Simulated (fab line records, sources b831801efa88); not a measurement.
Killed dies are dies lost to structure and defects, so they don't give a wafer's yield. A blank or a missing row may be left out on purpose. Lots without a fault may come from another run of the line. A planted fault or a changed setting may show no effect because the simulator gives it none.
fab line records | flow sky130
record lots=6 wafers=18 last_day=49
route steps=708 shown METAL2@490 PAD_OPEN@708
lots that met no fault: from a run of the same line without faults
start_h: hours from the record's first day to the start of the lot's first wafer shown | wait_h: hours since the lot's step before | " the same as in the row above | L1.1+2: a row that stands for several wafers | - no value, or no start given | * or withheld: withheld | < > ~ a bound
route shown NAME@n: a module of which the file shows steps, and the number in the route of the first | usual: mean/standard deviation of fault-free wafers | same: alike in all rows | chamber/n: place in a boat | sites: the reading at each site | _std_site: their standard deviation | _edge_site: outer sites' mean less inner sites' | radius_mm: how far each site lies from the wafer's centre | mask NAME#n: copy n | behind: the tool/chamber that last shaped the wafer | hold: why the lot was held/for how many hours/how that ended | device: the transistor (n, p or np) that didn't switch | end of line: the same wafers' tests at the end of the route | a step without rows: its recipe alone | killed: dies lost to structure and defects at the first sort, not the wafer's yield | map: a wafer's dies, x killed, . not, _ none there
set.NAME: the setting as run; set.NAME@STEP: as run at that earlier step | model.NAME: the simulator's own value behind a step, which no gauge read
lots at some steps of the route; a table a step, a row a wafer
services: from which hour (start_h, from the record's first day; less than 0 if before it) a tool's chamber was out of use, for how many hours, and why
## steps
# step SKY_METAL2_DEHYDRATE_07
# recipe temp_c=200 time_s=60
# step SKY_METAL2_HMDS_08
# recipe prime_time_s=60 prime_temp_c=120
# step SKY_METAL2_COAT_09
# recipe resist=BARC temp_c=withheld time_s=withheld spin_rpm=3000 resist_thk_nm=60
# step SKY_METAL2_COAT_10
# recipe resist=KrF-thick spin_rpm=3000 resist_thk_nm=450
# step SKY_METAL2_SOFTBAKE_11
# recipe temp_c=100 time_s=90 resist=KrF-thick
# step SKY_METAL2_EXPOSE_12
# recipe mask_id=MM2 na=0.8 source_shape=annular sigma_inner=0.55 sigma_outer=0.85 target_cd_nm=140 dose_mj=28
# step SKY_METAL2_PEB_13
# recipe peb_temp_c=withheld peb_time_s=withheld resist=KrF-thick
# step SKY_METAL2_DEVELOP_14
# recipe develop_time_s=60 resist=KrF-thick dev_temp_c=21
# step SKY_METAL2_CD_MEAS_15
# recipe target_cd_nm=140
# usual cd_nm=140.0/1.5
# columns lot.wafer tool chamber start_h wait_h cd_nm
L687.1 cd_sem-01 - 836.00 - 138.4
L687.4 " - " " 139.6
L687.5 " - " " 139.0
L689.1 cd_sem-02 - 858.35 - 138.8
L689.4 " - " " 140.1
L689.5 " - " " 139.6
L701.2 cd_sem-01 - 954.99 - 140.8
L701.4 " - " " 140.3
L701.5 " - " " 141.0
L699.2 cd_sem-01 - 960.07 - 139.5
L699.4 " - " " 139.3
L699.6 " - " " 141.9
L703.1 cd_sem-01 - 963.72 - 138.8
L703.4 " - " " 140.9
L703.6 " - " " 138.4
L704.2 cd_sem-02 - 964.09 - 137.5
L704.4 " - " " 138.1
L704.5 " - " " 139.6
# step SKY_METAL2_OVL_MEAS_16
# usual METAL2_OVL=0/6.2
# columns lot.wafer tool chamber start_h wait_h METAL2_OVL[nm]
L687.1 overlay-01 - 836.12 0.1 0
L687.4 " - " " -1
L687.5 " - " " 0
L689.1 overlay-01 - 858.47 0.1 2
L689.4 " - " " -5
L689.5 " - " " 2
L701.2 overlay-01 - 955.10 0.1 -5
L701.4 " - " " -4
L701.5 " - " " -4
L699.2 overlay-01 - 960.18 0.1 5
L699.4 " - " " 10
L699.6 " - " " 5
L703.1 overlay-01 - 963.84 0.1 5
L703.4 " - " " 4
L703.6 " - " " 0
L704.2 overlay-02 - 964.20 0.1 -4
L704.4 " - " " 2
L704.5 " - " " 3
# step SKY_METAL2_DESCUM_17
# recipe chemistry=O2 source_power_w=150 bias_power_w=0 pressure_mtorr=10 temp_c=40 time_s=8
# usual drypump_motor_current_A=5.7/0.42 oes_product_au=1.002/0.006
# columns lot.wafer tool chamber start_h wait_h drypump_motor_current_A oes_product_au rf_hours_counter_h
L687.1 rie_metal-04 0 836.16 0.0 6.1 1.002 10
L687.4 " 0 " " 6.0 1.006 -
L687.5 " 1 " " 5.5 1.003 -
L689.1 rie_metal-02 0 858.51 0.0 5.8 0.991 10
L689.4 " 0 " " 5.7 1.001 -
L689.5 " 0 " " 5.8 0.988 -
L701.2 rie_metal-04 1 955.13 0.0 5.6 1.009 11
L701.4 " 0 " " 6.0 1.008 -
L701.5 " 1 " " 5.5 1.007 -
L699.2 rie_metal-04 1 960.21 0.0 5.6 1.005 11
L699.4 " 0 " " 6.0 1.005 -
L699.6 " 0 " " 6.0 1.000 -
L703.1 rie_metal-02 0 963.88 0.0 5.7 0.993 15
L703.4 " 1 " " 5.1 0.991 -
L703.6 " 1 " " 5.1 1.000 -
L704.2 rie_metal-01 1 964.23 0.0 5.2 0.998 11
L704.4 " 0 " " 6.3 0.996 -
L704.5 " 0 " " 6.3 0.994 -
# step SKY_METAL2_ETCH_18
# recipe chemistry=N2/H2 target=BARC ion_energy_ev=200 bias_w=100 pressure_mtorr=30 n2_flow_sccm=100 h2_flow_sccm=200 icp_w=500 stop_on=SiO2 time_s=45.9 target_depth_a=600
# usual drypump_motor_current_A=5.7/0.42 oes_product_au=0.855/0.0045 rf_fwd_power_W=494.8/2.3 throttle_valve_pct=13.225/0.0086
# columns lot.wafer tool chamber start_h wait_h drypump_motor_current_A oes_product_au rf_fwd_power_W rf_hours_counter_h throttle_valve_pct
L687.1 rie_metal-04 0 836.19 0.0 6.0 0.846 492.9 10 13.225
L687.4 " 0 " " 6.0 0.855 493.3 - 13.225
L687.5 " 1 " " 5.5 0.850 499.7 - 13.225
L689.1 rie_metal-02 0 858.54 0.0 5.8 0.850 494.4 10 13.231
L689.4 " 0 " " 5.8 0.854 492.7 - 13.224
L689.5 " 0 " " 5.8 0.851 493.9 - 13.232
L701.2 rie_metal-04 1 955.16 0.0 5.6 0.867 495.4 11 13.228
L701.4 " 0 " " 6.1 0.863 489.4 - 13.221
L701.5 " 1 " " 5.6 0.859 497.9 - 13.217
L699.2 rie_metal-04 1 960.24 0.0 5.6 0.858 496.1 11 13.229
L699.4 " 0 " " 6.1 0.859 496.4 - 13.226
L699.6 " 0 " " 6.0 0.848 493.9 - 13.205
L703.1 rie_metal-02 0 963.91 0.0 5.7 0.856 492.3 15 13.221
L703.4 " 1 " " 5.1 0.846 496.4 - 13.226
L703.6 " 1 " " 5.1 0.844 495.5 - 13.229
L704.2 rie_metal-01 1 964.26 0.0 5.2 0.853 496.4 11 13.221
L704.4 " 0 " " 6.3 0.853 495.3 - 13.230
L704.5 " 0 " " 6.3 0.859 493.5 - 13.232
# step SKY_METAL2_METAL_ETCH_19
# recipe target_depth_a=3600 stop_on=SiO2 over_etch_frac=0.3 time_s=78 chemistry=Cl2/BCl3 resist_sidewall_deg=88 pressure_mtorr=10 icp_w=900 bias_w=48.5 Cl2_flow_sccm=60 bcl3_flow_sccm=30
# usual drypump_motor_current_A=5.7/0.42 oes_product_au=0.855/0.0057 rf_fwd_power_W=894/3.3 throttle_valve_pct=22.265/0.009
# columns lot.wafer tool chamber start_h wait_h drypump_motor_current_A oes_product_au rf_fwd_power_W rf_hours_counter_h throttle_valve_pct model.KrF-thick_of_METAL2_COAT_10.thk_nm model.METAL2.cd_nm
L687.1 rie_metal-04 0 836.25 0.0 6.1 0.851 892 10 22.257 152.7 137
L687.4 " 0 " " 6.0 0.855 893 - 22.269 154.1 137.6
L687.5 " 1 " " 5.5 0.845 895 - 22.266 154.9 138.2
L689.1 rie_metal-02 0 858.60 0.0 5.7 0.852 889 10 22.260 157.6 136.7
L689.4 " 0 " " 5.7 0.853 888 - 22.273 162.4 140.6
L689.5 " 0 " " 5.7 0.852 888 - 22.261 159.4 140.6
L701.2 rie_metal-04 1 955.22 0.0 5.6 0.855 752 11 22.272 191.3 144.7
L701.4 " 0 " " 6.0 0.852 747 - 22.257 188 144.8
L701.5 " 1 " " 5.6 0.862 753 - 22.265 192.3 144.4
L699.2 rie_metal-04 1 960.30 0.0 5.6 0.861 754 11 22.266 189.2 144.4
L699.4 " 0 " " 6.0 0.855 750 - 22.258 191 144.4
L699.6 " 0 " " 6.0 0.857 748 - 22.260 189.7 147.4
L703.1 rie_metal-02 0 963.97 0.0 5.7 0.860 893 15 22.269 161.2 137.8
L703.4 " 1 " " 5.1 0.854 895 - 22.264 162 139.1
L703.6 " 1 " " 5.1 0.860 898 - 22.251 159.3 135.6
L704.2 rie_metal-01 1 964.32 0.0 5.2 0.854 899 11 22.263 159.8 138.6
L704.4 " 0 " " 6.3 0.855 891 - 22.262 158.2 139.2
L704.5 " 0 " " 6.3 0.855 895 - 22.260 159.5 139.7
# step SKY_METAL2_STRIP_20
# recipe chemistry=O2/N2 power_w=1400 pressure_mtorr=1500 platen_temp_c=withheld o2_flow_sccm=3000 n2_flow_sccm=300 overash_fraction=0.5
# usual drypump_motor_current_A=5.8/0.5 oes_product_au=0.343/0.0048 strip_time_to_endpoint_s=2.702/0.026
# columns lot.wafer tool chamber start_h wait_h drypump_motor_current_A oes_product_au rf_hours_counter_h strip_time_to_endpoint_s
L687.1 plasma_asher-01 0 836.34 0.1 5.4 0.335 9 2.622
L687.4 " 0 " " 5.4 0.346 - 2.630
L687.5 " 0 " " 5.4 0.340 - 2.648
L689.1 plasma_asher-04 1 858.69 0.1 5.1 0.345 41 2.680
L689.4 " 1 " " 5.1 0.343 - 2.742
L689.5 " 1 " " 5.1 0.340 - 2.697
L701.2 plasma_asher-02 1 955.31 0.1 6.3 0.362 113 3.044
L701.4 " 1 " " 6.3 0.350 - 3.033
L701.5 " 1 " " 6.3 0.356 - 3.062
L699.2 plasma_asher-04 1 960.39 0.1 5.1 0.356 52 3.029
L699.4 " 1 " " 5.1 0.356 - 3.049
L699.6 " 0 " " 6.3 0.361 - 3.023
L703.1 plasma_asher-01 0 964.06 0.1 5.4 0.343 22 2.713
L703.4 " 0 " " 5.4 0.346 - 2.728
L703.6 " 0 " " 5.4 0.349 - 2.703
L704.2 plasma_asher-04 0 964.41 0.1 6.3 0.343 52 2.706
L704.4 " 0 " " 6.3 0.344 - 2.684
L704.5 " 0 " " 6.3 0.340 - 2.694
# step SKY_METAL2_STRIP_21
# recipe chemistry=post_etch_residue_remover time_s=1200 temp_c=72.5
# step SKY_PAD_OPEN_PROBE_99
# usual defect_limited_yield=82.5/1.8 killed_at_M0_to_M3=43/6.6 killed_at_M4_up=3.2/1.8 killed_at_contacts=24/5 killed_at_front_end=15/4.5 killed_at_other=0.2/0.46 killed_dies=86/8.8 killed_open=48/6.6 killed_short=38/6.1 sort_bin_3_pad_short=0.8/0.42 sort_bin_5_function=10.4/1.4 sort_bin_6_memory=6.3/1 sort_n_pass=406/8.8 sort_yield_pct=82.5/1.8
# same gross_dies=492 killed_at_back_side=0 sort_bin_4_leakage[%]=0 sort_bin_8_speed[%]=0
# columns lot.wafer tool chamber start_h wait_h defect_limited_yield[%] killed_at_M0_to_M3 killed_at_M4_up killed_at_contacts killed_at_front_end killed_at_other killed_dies killed_open killed_short sort_bin_3_pad_short[%] sort_bin_5_function[%] sort_bin_6_memory[%] sort_n_pass sort_yield_pct[%]
L701.2 prober-02 - 1180.48 0.1 84.6 44 0 25 7 0 76 46 30 0.2 8.9 6.3 416 84.6
L701.4 prober-02 - 1180.58 0.2 83.5 39 8 25 9 0 81 37 44 0.6 10.6 5.3 411 83.5
L701.5 prober-02 - 1180.63 0.2 81.9 49 5 21 14 0 89 52 37 1.4 10.2 6.5 403 81.9
L704.2 prober-02 - 1186.73 0.1 82.3 44 6 22 15 0 87 47 40 1.2 10.2 6.3 405 82.3
L704.4 prober-02 - 1186.83 0.2 86.4 25 6 23 13 0 67 38 29 1.0 7.7 4.9 425 86.4
L704.5 prober-02 - 1186.88 0.2 81.3 53 5 24 10 0 92 50 42 1.0 10.4 7.3 400 81.3
# killed by level:class
L701.2 CONTACT:geometric_particle:open=11 VIA1:geometric_particle:short=11 VIA2:geometric_particle:open=11 VIA1:geometric_particle:open=8 LI_CONTACT:geometric_particle:open=5 LI_CONTACT:geometric_particle:short=5 VIA3:geometric_particle:open=5 METAL1:geometric_particle:short=4
L701.4 CONTACT:geometric_particle:open=8 CONTACT:geometric_particle:short=7 VIA1:geometric_particle:open=7 VIA3:geometric_particle:open=7 METAL4:geometric_particle:short=7 METAL2:geometric_particle:short=6 VIA2:geometric_particle:open=6 METAL1:geometric_particle:short=5
L701.5 VIA1:geometric_particle:open=12 VIA3:geometric_particle:open=9 LI_CONTACT:geometric_particle:open=8 CONTACT:geometric_particle:open=8 VIA1:geometric_particle:short=7 METAL1:geometric_particle:short=5 FIELD_ISO:geometric_particle:short=4 FIELD_ISO:geometric_particle:open=3
L704.2 FIELD_ISO:geometric_particle:open=9 VIA2:geometric_particle:open=9 CONTACT:geometric_particle:open=8 VIA1:geometric_particle:open=8 LI_CONTACT:geometric_particle:open=6 METAL2:geometric_particle:short=6 METAL4:geometric_particle:short=6 CONTACT:geometric_particle:short=5
L704.4 CONTACT:geometric_particle:open=8 LI_CONTACT:geometric_particle:open=6 VIA2:geometric_particle:open=5 FIELD_ISO:geometric_particle:open=4 POLY_GATE:geometric_particle:short=4 METAL4:geometric_particle:short=4 CONTACT:geometric_particle:short=4 METAL1:geometric_particle:open=4
L704.5 METAL1:geometric_particle:short=9 VIA1:geometric_particle:open=9 VIA3:geometric_particle:open=9 LI_CONTACT:geometric_particle:open=8 CONTACT:geometric_particle:open=8 VIA2:geometric_particle:open=7 VIA1:geometric_particle:short=6 LOCAL_INTERCONNECT:geometric_particle:short=5
## services
# columns tool chamber start_h hours kind
rie_metal-02 1 825.98 - clean
rie_metal-02 1 825.98 19.2 scheduled_down
rie_metal-02 1 825.98 19.2 vent_cycle
plasma_asher-04 - 835.60 14.6 pm
plasma_asher-02 - 835.97 7.1 repair
plasma_asher-01 - 874.03 6.4 pm
plasma_asher-04 - 916.72 0.7 repair
## key
first_sign step=SKY_METAL2_METAL_ETCH_19 reading=rf_fwd_power_W direction=down sigmas=43 usual=894 struck=751
effect step=SKY_METAL2_STRIP_20 reading=strip_time_to_endpoint_s direction=up sigmas=13 usual=* struck=*
model_effect step=SKY_METAL2_METAL_ETCH_19 value=KrF-thick_of_METAL2_COAT_10.thk_nm without=157.8 struck=190.3
met_at SKY_METAL2_METAL_ETCH_19
struck_wafers L699.2,L699.4,L699.6,L701.2,L701.4,L701.5
onset_between 836.25 955.22
fault kind=process_parameter_drift tool=rie_metal-04 chamber=- onset_h=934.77 steps=SKY_METAL2_METAL_ETCH_19 channel=icp_w offset=-144 shape=step end_h=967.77 acts_in=these_recipes_only stated=900
